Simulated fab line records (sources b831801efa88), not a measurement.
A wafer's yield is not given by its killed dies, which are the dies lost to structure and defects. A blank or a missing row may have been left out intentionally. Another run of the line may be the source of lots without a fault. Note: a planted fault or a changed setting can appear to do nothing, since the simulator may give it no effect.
The tool behind it: which one? ; flow gf180mcu ; 10 lots, 30 wafers sampled, at 4 steps of a route of 602

== WHAT THE GAUGES READ, wafer by wafer ==
GF_POLY_GATE_THK_MEAS_17. Usual: for POLY_GATE_OXIDATION_THK the level is 3.99 nm and the standard deviation is 0.086.
lot;measured;on;POLY_GATE_OXIDATION_THK (nm);flag
L347;day 9 11:43;filmMetro-01;4.02 4.10 4.09;
L349;day 10 05:41;filmMetro-01;4.08 4.08 4.07;
L350;day 10 12:41;filmMetro-02;4.04 4.06 3.98;
L353;day 11 16:10;filmMetro-02;3.99 4.02 4.15;
L354;day 12 03:23;filmMetro-01;3.92 3.98 3.97;
L357;day 13 02:47;filmMetro-01;4.11 4.04 4.16;
L362;day 14 06:08;filmMetro-03;4.04 4.04 4.02;
L367;day 15 10:49;filmMetro-01;4.02 3.94 4.07;
L368;day 15 17:24;filmMetro-02;4.21 4.14 4.16;
L369;day 16 02:47;filmMetro-01;3.93 3.95 3.93;

GF_PSD_TW_MEAS_11. Usual: for PSD_TW the level is 3178 and the standard deviation is 36.
lot;measured;on;PSD_TW;flag
L347;day 14 03:45;filmMetro-02;3179 3167 3161;
L349;day 15 02:35;filmMetro-04;3185 3187 3212;
L350;day 15 09:56;filmMetro-03;3170 3159 3152;
L353;day 16 20:53;filmMetro-03;3136 3129 3124;
L354;day 17 10:47;filmMetro-03;3132 3147 3134;
L357;day 18 18:55;filmMetro-04;3187 3204 3198;
L362;day 20 04:50;filmMetro-02;30 30 30 30 30 30;OFF
L367;day 21 10:52;filmMetro-02;3194 3202 3161;
L368;day 21 20:00;filmMetro-03;3132 3114 3126;
L369;day 22 04:59;filmMetro-03;3115 3108 3113;

== WHAT TOOL EACH LOT RAN ON (gives the tool, then ch and the chambers of the sampled wafers, and finally the start) ==
lot;GF_NSD_STRIP_11;GF_PSD_STRIP_10
L347;plasmaAsher-01 ch 0,1, day 13 07:38;plasmaAsher-01 ch 0,1, day 14 03:38
L349;plasmaAsher-04 ch 0,1, day 14 06:08;plasmaAsher-02 ch 0,1, day 15 02:29
L350;plasmaAsher-01 ch 0,1, day 14 13:04;plasmaAsher-02 ch 0,1, day 15 09:50
L353;plasmaAsher-04 ch 0,1, day 15 22:41;plasmaAsher-01 ch 0,1, day 16 20:47
L354;plasmaAsher-03 ch 1, day 16 11:50;plasmaAsher-01 ch 0,1, day 17 10:41
L357;plasmaAsher-03 ch 0,1, day 17 18:46;plasmaAsher-01 ch 1, day 18 18:49
L362;plasmaAsher-03 ch 0,1, day 19 04:07;plasmaAsher-02 ch 0,1, day 20 04:44
L367;plasmaAsher-01 ch 0,1, day 20 11:10;plasmaAsher-01 ch 0,1, day 21 10:46
L368;plasmaAsher-01 ch 0,1, day 20 19:55;plasmaAsher-01 ch 0,1, day 21 19:55
L369;plasmaAsher-03 ch 0, day 21 04:40;plasmaAsher-02 ch 0,1, day 22 04:52
- GF_NSD_STRIP_11: strips in O2/N2.
- GF_PSD_STRIP_10: strips in O2/N2.

== WHAT THE TOOLS THEMSELVES READ (means of the sampled wafers that have a number; where no wafer has one, the mark that the record gives instead) ==
GF_NSD_STRIP_11. Usual: drypumpMotorCurrentA 5.51 A, standard deviation 0.22; heaterPowerW 317 W, standard deviation 35; n2FlowSccm 300.0 sccm, standard deviation 0.95; oesProductAu 0.486 a.u., standard deviation 0.0043; stripTimeToEndpointS 22.96 s, standard deviation 0.042.
lot;tool;drypumpMotorCurrentA (A);heaterPowerW (W);n2FlowSccm (sccm);oesProductAu (a.u.);stripTimeToEndpointS (s);flag
L347;plasmaAsher-01;5.65;310;300.6;0.484;22.91;
L349;plasmaAsher-04;5.50;301;299.2;0.486;22.93;
L350;plasmaAsher-01;5.47;340;299.9;0.484;23.01;
L353;plasmaAsher-04;5.48;295;300.0;0.484;22.96;
L354;plasmaAsher-03;5.57;309;301.4;0.486;22.98;
L357;plasmaAsher-03;5.46;335;300.2;0.488;22.93;
L362;plasmaAsher-03;5.33;338;300.9;0.459;-;OFF
L367;plasmaAsher-01;5.48;340;299.9;0.489;22.99;
L368;plasmaAsher-01;5.67;311;299.4;0.488;22.95;
L369;plasmaAsher-03;5.21;354;300.3;0.487;22.96;

GF_PSD_STRIP_10. Usual: drypumpMotorCurrentA 5.49 A, standard deviation 0.21; heaterPowerW 319 W, standard deviation 33; n2FlowSccm 299.8 sccm, standard deviation 0.93; oesProductAu 0.591 a.u., standard deviation 0.0045; stripTimeToEndpointS 16.52 s, standard deviation 0.039.
lot;tool;drypumpMotorCurrentA (A);heaterPowerW (W);n2FlowSccm (sccm);oesProductAu (a.u.);stripTimeToEndpointS (s);flag
L347;plasmaAsher-01;5.65;310;299.8;0.588;16.57;
L349;plasmaAsher-02;5.37;325;299.4;0.590;16.50;
L350;plasmaAsher-02;5.40;337;299.9;0.592;16.58;
L353;plasmaAsher-01;5.45;338;300.6;0.590;16.46;
L354;plasmaAsher-01;5.46;337;301.0;0.588;16.54;
L357;plasmaAsher-01;5.85;281;299.2;0.595;16.50;
L362;plasmaAsher-02;5.40;324;299.9;0.632;23.37;OFF
L367;plasmaAsher-01;5.44;338;299.0;0.590;16.51;
L368;plasmaAsher-01;5.65;316;299.8;0.588;16.48;
L369;plasmaAsher-02;5.38;321;299.3;0.588;16.51;

== THE ANSWER, worked out from the rows above alone ==
Rule: take the mean of a lot's wafers that have a number; if it is more than 3 standard deviations from the usual mean, the lot is off. Also off: a lot with no number at a reading for which 4 or more lots have one. All remaining lots with rows at the step are treated as sound. First the gauges in route order, then the tools' own readings, where a lot's mean is used as printed above. At the first step where some lot is off, the reading lying furthest off is the one used; lots without a number count as furthest.
Off: L362, seen at GF_PSD_TW_MEAS_11 (PSD_TW).
A tool fits if, at a process step before that reading, it ran every lot that is off, and no sound lot after the first of them. The gauges at GF_PSD_TW_MEAS_11 aren't tried: what is off there is off at GF_NSD_STRIP_11 too, on other tools, and a gauge's error can't cause that. Of those tried, none fits.

== WHAT HAD BEEN PUT IN BY THE SIMULATOR ==
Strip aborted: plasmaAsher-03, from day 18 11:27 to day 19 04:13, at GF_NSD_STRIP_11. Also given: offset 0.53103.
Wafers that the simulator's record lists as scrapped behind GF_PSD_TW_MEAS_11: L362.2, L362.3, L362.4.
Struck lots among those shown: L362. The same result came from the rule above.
